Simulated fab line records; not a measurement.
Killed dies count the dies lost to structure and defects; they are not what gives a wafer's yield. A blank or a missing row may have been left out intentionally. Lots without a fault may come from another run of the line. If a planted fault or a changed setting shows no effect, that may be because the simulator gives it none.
Split-lot study	flow gf180mcu	route with 602 steps; 5 lots, 23 wafers read

## ON THE SPLIT
At GF_V1_CMP_04 (polishes SiO2), the setting leaveAboveRefNm was moved away from the recipe's 632.5 nm on 6 of the 23 wafers read, by +2.2% to +6.1%. All remaining wafers had this setting at the recipe value.

## FROM THE SPLIT TO THE READING: what the file shows between them, 4 steps
- GF_V1_SOFTBAKE_10: time 60 s (also split here: tempC)
- GF_V1_EXPOSE_11: exposes mask Via1, target cd 260 nm
- GF_V1_PEB_12: peb time 90 s
- GF_V1_ETCH_16: etches BARC in N2/H2

## THE READING
oesProductAu, in a.u., at GF_V1_ETCH_17 (etches SiO2 in C4F8/O2/Ar, stops on TiN, target depth 630 nm). Typical for fault-free wafers on this fab line: 0.856 a.u., with standard deviation 0.0047 a.u.

wafer	tool, chamber at the split	leaveAboveRefNm as run, nm	against the recipe	oesProductAu, a.u.	against lot-mates on the recipe
L074.1	cmp-01, 2	632.5	recipe	0.853	-
L074.3	cmp-01, 0	632.5	recipe	0.854	-
L074.4	cmp-01, 1	632.5	recipe	0.850	-
L074.5	cmp-01, 3	632.5	recipe	0.860	-
L074.6	cmp-01, 0	632.5	recipe	0.863	-
L076.1	cmp-01, 3	646.7	+2.2%	0.863	+0.011
L076.2	cmp-01, 1	646.7	+2.2%	0.877	+0.025
L076.3	cmp-01, 0	632.5	recipe	0.852	-
L076.5	cmp-01, 0	646.7	+2.2%	0.868	+0.016
L076.6	cmp-01, 1	632.5	recipe	0.852	-
L078.1	cmp-01, 3	632.5	recipe	0.855	-
L078.2	cmp-01, 2	632.5	recipe	0.854	-
L078.3	cmp-01, 0	632.5	recipe	0.863	-
L078.4	cmp-01, 1	632.5	recipe	0.861	-
L078.5	cmp-01, 3	632.5	recipe	0.859	-
L079.1	cmp-01, 0	632.5	recipe	0.861	-
L079.4	cmp-01, 3	632.5	recipe	0.859	-
L079.6	cmp-01, 3	632.5	recipe	0.860	-
L085.1	cmp-01, 3	671	+6.1%	0.890	+0.035
L085.2	cmp-01, 0	632.5	recipe	0.858	-
L085.3	cmp-01, 2	671	+6.1%	0.886	+0.031
L085.4	cmp-01, 1	632.5	recipe	0.853	-
L085.6	cmp-01, 2	671	+6.1%	0.882	+0.027

THE FIT
A straight line over all 23 wafers: oesProductAu changes by +0.00484 a.u. for each +1% of leaveAboveRefNm; r = +0.92; the points scatter about the line by 0.0045 a.u.
The same after taking each lot's own level away (the mean of its wafers on the recipe; 23 wafers): +0.00522 a.u. for each +1%; r = +0.93; scatter 0.0044 a.u.
On that fit, the largest move of leaveAboveRefNm shifts the reading by 0.032 a.u.
Measured against the standard deviation above, the lots' own levels, which go from 0.8520 to 0.8600 a.u., span 1.7 times it.
The two slopes agree, so the slope changes little with the lot-to-lot level.
Check: for one of the wafers moved furthest among these (+6.1%), held out of the fit, the line's prediction against its lot-mates is +0.0315 a.u. Against them it came out at +0.0345 a.u.

## OTHER SPLITS APPLIED TO THESE WAFERS
Other splits were also applied to these wafers ahead of the reading. Each is held against what the fit with the lots' levels taken away leaves over:
other split on the same wafers	wafers away from the commonest value	r with oesProductAu (lot level and that fit taken away)
GF_M1_SPUTTER_04 powerW	5	+0.34
GF_V1_SOFTBAKE_10 tempC	5	-0.01

## THE WHOLE CHAIN: every reading that the file lists as answering this split, in the file's order
step	what it does	reading	change (the file's fit)	r (the file's)
GF_V1_CMP_04	polishes SiO2	SiO2_of_V1_CVD_02.thkNm (the simulator's own value, which no gauge read)	+6.27 nm for each +1% of the setting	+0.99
GF_V1_ETCH_17	etches SiO2 in C4F8/O2/Ar, stops on TiN, target depth 630 nm	oesProductAu	+0.00535 a.u. for each +1% of the setting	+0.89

## THE FILE'S OWN FIT
oesProductAu changes by +0.00535 a.u. for each +1% of leaveAboveRefNm, r = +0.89.
